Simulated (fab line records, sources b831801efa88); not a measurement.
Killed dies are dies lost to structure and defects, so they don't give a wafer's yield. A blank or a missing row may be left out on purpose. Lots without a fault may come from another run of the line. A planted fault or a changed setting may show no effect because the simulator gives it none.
Which tool did it? | flow gf180mcu | 7 lots, 21 wafers sampled, at 1 step of a route of 602

WHAT THE GAUGES READ, wafer by wafer
GF_V1_THK_MEAS_25: measures by xrf.
lot  | measured     | on            | V1_W_THK (nm)
L542 | day 19 18:44 | film_metro-02 | 347 348 346
L544 | day 20 03:21 | film_metro-02 | 339 347 344
L549 | day 21 20:36 | film_metro-02 | 361 360 358
L556 | day 24 05:07 | film_metro-01 | 356 355 354
L559 | day 25 00:50 | film_metro-04 | 341 342 341
L561 | day 25 14:12 | film_metro-04 | 339 336 337
L563 | day 26 06:41 | film_metro-01 | 351 346 357

WHICH TOOL RAN EACH LOT (tool, then ch and the chambers of the sampled wafers, then the start)
The record holds no process step before these readings.

THE ANSWER, worked out from the rows above alone
Rule: what is usual is taken from the lots themselves. Put in order of their means at a reading, lots are off if they are a third of the lots or fewer, leave a main group of 4 or more, and stand apart from it by a gap of 3 or more times the standard deviation of the main group's means; of several such gaps the widest counts. A main group whose means are all the same, to the digits that the tables above print for the reading, isn't used. A lot without any number at a reading at which 4 lots or more have one is off too. The other lots that the step has rows for count as sound.
No lot is off at any reading shown: from this, nothing can be told.

WHAT THE SIMULATOR HAD PUT IN
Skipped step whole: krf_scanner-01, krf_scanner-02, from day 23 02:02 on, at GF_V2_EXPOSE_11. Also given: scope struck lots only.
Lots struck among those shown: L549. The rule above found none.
